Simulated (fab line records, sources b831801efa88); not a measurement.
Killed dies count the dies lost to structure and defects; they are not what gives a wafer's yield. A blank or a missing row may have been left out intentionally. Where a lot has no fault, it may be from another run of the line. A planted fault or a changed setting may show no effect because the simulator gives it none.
A struck lot beside a sound one -- flow sky130 -- 44 steps out of a route of 708
Sound: these wafers, L457.2, L457.4, L457.5. Wafers struck: L449.1, L449.3, L449.4. The cause comes at the end.
Per side, at each step with rows, come the tool, then ch with its chambers, and then its first start. Under that, the readings that differ: sound wafers -- struck wafers -- difference of the means -- sigmas: that difference in standard deviations of wafers without a fault.
alike: readings with means less than 2 such deviations apart, plus words and numbers identical on both sides. not compared: withheld readings, readings lacking a value on some wafer, bounds such as >300 that could conceal the same value, and numbers that have no deviation in the record and whose values overlap.
Wherever a step has rows on one side only, a row that says differs or no value, or a row with sigmas, the two part there. When numbers do not overlap yet have no deviation, they are printed without sigmas and do not part them. A reading missing from all wafers of one side parts the sides only when that side holds two or more wafers.

first, 2 steps without rows for these wafers: SKY_DNWELL_DEVELOP_06 (develop time 60 s); SKY_DNWELL_IMPLANT_07.
SKY_DNWELL_STRIP_08: strips in O2/N2.
  sound on plasmaAsher-04 ch 0,1, day 6 21:10; struck on plasmaAsher-02 ch 0,1, day 5 00:01
  alike: drypumpMotorCurrentA, oesProductAu, stripTimeToEndpointS
  not compared: rfHoursCounterH
SKY_DNWELL_TW_MEAS_09:
  sound on filmMetro-01 at day 6 21:16; struck on filmMetro-03 at day 5 00:07
  alike: DNWELL_TW
then, 7 steps without rows for these wafers: SKY_PWDE_DEHYDRATE_00 (time 60 s); SKY_PWDE_HMDS_01 (prime time 60 s); SKY_PWDE_COAT_02 (resist thk 3000 nm); SKY_PWDE_SOFTBAKE_03; SKY_PWDE_EXPOSE_04 (exposes mask PWDEM, target cd 840 nm); SKY_PWDE_PEB_05; SKY_PWDE_DEVELOP_06 (develop time 60 s).
SKY_PWDE_OVL_MEAS_07:
  sound on overlay-01 at day 7 16:52; struck on overlay-01 at day 5 18:46
  alike: PWDE_OVL
SKY_PWDE_IMPLANT_08:
  sound on implanter-04 ch 0, day 7 16:55; struck on implanter-02 ch 0, day 5 18:48
SKY_PWDE_STRIP_09: strips in O2/N2.
  sound on plasmaAsher-03 ch 0,1, day 7 17:02; struck on plasmaAsher-01 ch 0,1, day 5 18:57
  alike: drypumpMotorCurrentA, oesProductAu, stripTimeToEndpointS
  not compared: rfHoursCounterH
SKY_PWDE_TW_MEAS_10:
  sound on filmMetro-03 at day 7 17:09; struck on filmMetro-03 at day 5 19:03
  alike: PWDE_TW
then, 7 steps without rows for these wafers: SKY_NWELL_DEHYDRATE_03 (time 60 s); SKY_NWELL_HMDS_04 (prime time 60 s); SKY_NWELL_COAT_05 (resist thk 3000 nm); SKY_NWELL_SOFTBAKE_06; SKY_NWELL_EXPOSE_07 (exposes mask NWM, target cd 840 nm); SKY_NWELL_PEB_08; SKY_NWELL_DEVELOP_09 (develop time 60 s).
SKY_NWELL_OVL_MEAS_10:
  sound on overlay-02 at day 8 12:34; struck on overlay-02 at day 6 14:25
  alike: NWELL_00_OVL
then, 3 steps without rows for these wafers: SKY_NWELL_IMPLANT_11; SKY_NWELL_IMPLANT_12; SKY_NWELL_IMPLANT_13.
SKY_NWELL_STRIP_14: strips in O2/N2.
  sound on plasmaAsher-04 ch 0, day 8 13:03; struck on plasmaAsher-02 ch 0,1, day 6 14:53
  alike: drypumpMotorCurrentA, oesProductAu, stripTimeToEndpointS
  not compared: rfHoursCounterH
SKY_NWELL_TW_MEAS_15:
  sound on filmMetro-02 at day 8 13:10; struck on filmMetro-01 at day 6 14:59
reading,sound,struck,difference,sigmas
NWELL_TW,1851 1850 1853,1812 1814 1821,-36,-2
then, 7 steps without rows for these wafers: SKY_NWELL_DEHYDRATE_16 (time 60 s); SKY_NWELL_HMDS_17 (prime time 60 s); SKY_NWELL_COAT_18 (resist thk 3000 nm); SKY_NWELL_SOFTBAKE_19; SKY_NWELL_EXPOSE_20 (exposes mask NWM COMPLEMENT, target cd 840 nm); SKY_NWELL_PEB_21; SKY_NWELL_DEVELOP_22 (develop time 60 s).
SKY_NWELL_OVL_MEAS_23:
  sound on overlay-02 at day 9 11:46; struck on overlay-01 at day 7 10:43
  alike: NWELL_01_OVL
next, for these wafers, 1 step has no rows: SKY_NWELL_IMPLANT_24.
SKY_NWELL_STRIP_25: strips in O2/N2.
  sound on plasmaAsher-04 ch 0,1, day 9 11:56; struck on plasmaAsher-04 ch 0,1, day 7 10:53
reading,sound,struck,difference,sigmas
stripTimeToEndpointS (s),37.11 36.98 37.10,36.88 36.88 36.89,-0.18,-2
  alike: drypumpMotorCurrentA, oesProductAu
  not compared: rfHoursCounterH
SKY_NWELL_TW_MEAS_26:
  sound on filmMetro-02 at day 9 12:03; struck on filmMetro-02 at day 7 10:59
  alike: NWELL_2_TW
then, 1 step without rows for these wafers: SKY_NWELL_CLEAN_27 (cleans in SC1/SC2, time 150 s).
SKY_NWELL_RTA_28: time 30 s.
  sound on rtpAnneal-01 ch 0, day 9 12:10; struck on rtpAnneal-02 ch 0, day 7 11:07
  alike: lampPowerPct, wafer_temp_C_max
SKY_NWELL_RS_MEAS_29: measurement is done with a four-point probe.
  sound on filmMetro-02 at day 9 12:16; struck on filmMetro-03 at day 7 11:13
  alike: NWELL_RS
SKY_NWELL_RS_MEAS_31: measurement is done with a four-point probe.
  sound on filmMetro-02 at day 9 12:31; struck on filmMetro-03 at day 7 11:27
reading,sound,struck,difference,sigmas
PWDE_RS (ohm/sq),5287 5284 5272,5552 5550 5557,+272,+12
-- the record jumps here: 41 days lie between the struck wafers' starts before and after (it left off in module NWELL and takes up again in module PAD_OPEN, whose first step shown is number 708 of the route) --
SKY_PAD_OPEN_PROBE_99:
  sound on prober-02 at day 50 04:29; struck on prober-01 at day 48 08:50
reading,sound,struck,difference,sigmas
model.etest.res_p_drift_20v.lineOhmUm,1.148e+04 1.122e+04 1.16e+04,1.172e+04 1.188e+04 1.171e+04,+3.367e+02,
model.etest.res_p_drift_20v.rsOhmSq,9594 9486 9734,9882 1.003e+04 9862,+320,
model.etest.resPwdeUnderGate.rsOhmSq,6136 6163 6164,6834 6848 6797,+672,
  alike: killed_at_M0_to_M3, killed_at_M4_up, killedAtContacts, killedAtFrontEnd, killedAtOther, killedDies, killedOpen, killedShort

== WHERE THEY PART ==
Earliest at SKY_NWELL_TW_MEAS_15; latest, in this record, at SKY_NWELL_RS_MEAS_31. Later steps at which nothing parts them and some readings are alike: SKY_PAD_OPEN_PROBE_99.

WHY: the cause the simulator had injected
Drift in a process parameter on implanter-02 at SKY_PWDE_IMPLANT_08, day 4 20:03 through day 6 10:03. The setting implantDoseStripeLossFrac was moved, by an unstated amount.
